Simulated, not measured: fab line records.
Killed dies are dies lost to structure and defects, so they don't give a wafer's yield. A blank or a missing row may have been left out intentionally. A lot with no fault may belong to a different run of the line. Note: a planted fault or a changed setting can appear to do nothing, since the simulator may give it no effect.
The tool behind it: which one?	flow gf180mcu	14 lots, 42 wafers sampled, at 4 steps of a route of 602

WHAT THE GAUGES SHOWED, per wafer
GF_V5_THK_MEAS_25: measures by xrf. Usual: V5_W_THK gives 348 nm (standard deviation 4.4).
lot	measured	on	V5_W_THK (nm)	flag
L389	day 28 05:02	film_metro-03	350 344 345	
L390	day 28 11:25	film_metro-01	352 353 352	
L391	day 29 04:04	film_metro-01	343 345 340	
L392	day 29 08:25	film_metro-01	347 342 350	
L393	day 29 10:30	film_metro-01	342 343 347	
L395	day 30 00:28	film_metro-03	352 349 348	
L396	day 30 08:59	film_metro-02	342 337 347	
L397	day 30 12:58	film_metro-03	346 343 343	
L398	day 30 18:04	film_metro-01	347 343 345	
L399	day 31 10:06	film_metro-02	352 347 353	
L400	day 31 11:46	film_metro-02	350 346 347	
L401	day 31 15:58	film_metro-02	352 353 352	
L402	day 31 19:32	film_metro-03	344 350 350	
L404	day 32 14:27	film_metro-03	357 353 355	

GF_TOP_METAL_RS_MEAS_05: uses a four-point probe to measure. Usual: TOP_METAL_ALCU_RS gives 0.0326 ohm/sq (standard deviation 0.00046).
lot	measured	on	TOP_METAL_ALCU_RS (ohm/sq)	flag
L389	day 28 05:39	film_metro-01	0.0334 0.0329 0.0332	
L390	day 28 12:00	film_metro-03	0.0327 0.0326 0.0335	
L391	day 29 04:38	film_metro-03	0.0325 0.0325 0.0325	
L392	day 29 09:00	film_metro-04	0.0319 0.0322 0.0319	
L393	day 29 11:05	film_metro-03	0.0324 0.0318 0.0323	
L395	day 30 01:05	film_metro-03	0.0320 0.0324 0.0325	
L396	day 30 09:34	film_metro-04	0.0324 0.0328 0.0332	
L397	day 30 13:32	film_metro-04	0.0327 0.0326 0.0329	
L398	day 30 18:39	film_metro-01	0.0332 0.0328 0.0327	
L399	day 31 10:42	film_metro-01	0.0326 0.0322 0.0320	
L400	day 31 12:25	film_metro-03	0.0316 0.0322 0.0324	
L401	day 31 16:33	film_metro-04	0.0323 0.0330 0.0325	
L402	day 31 20:08	film_metro-03	0.0334 0.0331 0.0326	
L404	day 32 15:02	film_metro-04	0.0320 0.0318 0.0325	

TOOL THAT RAN EACH LOT (tool first, then ch and the chambers of the sampled wafers, then the start)
lot	GF_DUAL_GATE_OXIDATION_15	GF_TOP_METAL_SPUTTER_01
L389	furnace-01 ch 0, day 9 04:31	pvd_sputter-03, day 28 05:29
L390	furnace-01 ch 0, day 9 10:14	pvd_sputter-01, day 28 11:53
L391	furnace-02 ch 0, day 9 15:28	pvd_sputter-03, day 29 04:31
L392	furnace-01 ch 0, day 10 01:44	pvd_sputter-01, day 29 08:52
L393	furnace-02 ch 0, day 10 11:01	pvd_sputter-01, day 29 10:58
L395	furnace-02 ch 0, day 10 23:55	pvd_sputter-03, day 30 00:55
L396	furnace-01 ch 0, day 11 06:31	pvd_sputter-01, day 30 09:26
L397	furnace-02 ch 0, day 11 11:32	pvd_sputter-03, day 30 13:25
L398	furnace-01 ch 0, day 11 19:07	pvd_sputter-03, day 30 18:32
L399	furnace-01 ch 0, day 12 04:42	pvd_sputter-01, day 31 10:33
L400	furnace-02 ch 0, day 12 10:48	pvd_sputter-01, day 31 12:13
L401	furnace-02 ch 0, day 12 18:41	pvd_sputter-02, day 31 16:26
L402	furnace-02 ch 0, day 13 00:09	pvd_sputter-02, day 31 19:59
L404	furnace-02 ch 0, day 13 18:53	pvd_sputter-01, day 32 14:55
- GF_DUAL_GATE_OXIDATION_15: stabilise 600 s, purge 300 s, target thk 7.098 nm.
- GF_TOP_METAL_SPUTTER_01: material TiN, target thk 30 nm, time 25 s.

AS READ BY THE TOOLS THEMSELVES (means over the sampled wafers that have a number; for cases with no such wafer, the mark the record gives instead)
GF_DUAL_GATE_OXIDATION_15. Usual: spike_tc_centre_C 850.1 C, standard deviation 1.1; spike_tc_lower_C 850.3 C, standard deviation 1.3; tube_center_temp_C_max 852.2, standard deviation 0.35; zone_power_centre_pct 17.4 %, standard deviation 0.32; zone_power_top_pct 29.4 %, standard deviation 0.6.
lot	tool	spike_tc_centre_C (C)	spike_tc_lower_C (C)	tube_center_temp_C_max	zone_power_centre_pct (%)	zone_power_top_pct (%)	flag
L389	furnace-01	850.5	851.1	852.5	17.6	28.9	
L390	furnace-01	849.7	851.2	851.9	17.5	28.8	
L391	furnace-02	849.8	849.4	851.9	17.2	30.0	
L392	furnace-01	850.0	851.4	852.1	17.5	28.7	
L393	furnace-02	849.1	848.6	852.4	16.9	29.9	
L395	furnace-02	850.3	850.2	852.3	17.0	30.3	
L396	furnace-01	850.5	851.9	852.0	17.6	28.6	
L397	furnace-02	849.9	849.1	852.0	17.1	29.9	
L398	furnace-01	850.5	851.7	852.4	17.6	28.9	
L399	furnace-01	850.6	851.4	852.3	17.6	28.8	
L400	furnace-02	849.4	849.3	852.2	17.0	29.7	
L401	furnace-02	850.5	850.0	852.2	17.0	30.2	
L402	furnace-02	849.8	850.3	852.1	17.1	29.9	
L404	furnace-02	848.8	849.2	852.3	17.0	30.0	

GF_TOP_METAL_SPUTTER_01. Usual: 30.4 % for throttle_valve_pct, sd 0.93.
lot	tool	throttle_valve_pct (%)	flag
L389	pvd_sputter-03	29.4	
L390	pvd_sputter-01	30.4	
L391	pvd_sputter-03	30.4	
L392	pvd_sputter-01	30.7	
L393	pvd_sputter-01	30.7	
L395	pvd_sputter-03	29.5	
L396	pvd_sputter-01	30.3	
L397	pvd_sputter-03	30.7	
L398	pvd_sputter-03	30.0	
L399	pvd_sputter-01	30.9	
L400	pvd_sputter-01	30.6	
L401	pvd_sputter-02	30.0	
L402	pvd_sputter-02	30.1	
L404	pvd_sputter-01	30.7	

THE ANSWER, worked out from the rows above alone
Rule: a lot counts as off when the mean over its wafers that have a number is more than 3 standard deviations away from the usual mean. Also off: a lot with no number at a reading for which 4 or more lots have one. Any other lot the step has rows for is counted as sound. After the gauges, taken in route order, come the tools' own readings; for these a lot's mean is taken, as printed above. The first step at which some lot is off is used, and at that step the reading that is off furthest; a lot without a number counts as furthest.
Across all readings shown, no lot is off: no conclusion can be drawn from this.

WHAT WAS PUT IN BY THE SIMULATOR
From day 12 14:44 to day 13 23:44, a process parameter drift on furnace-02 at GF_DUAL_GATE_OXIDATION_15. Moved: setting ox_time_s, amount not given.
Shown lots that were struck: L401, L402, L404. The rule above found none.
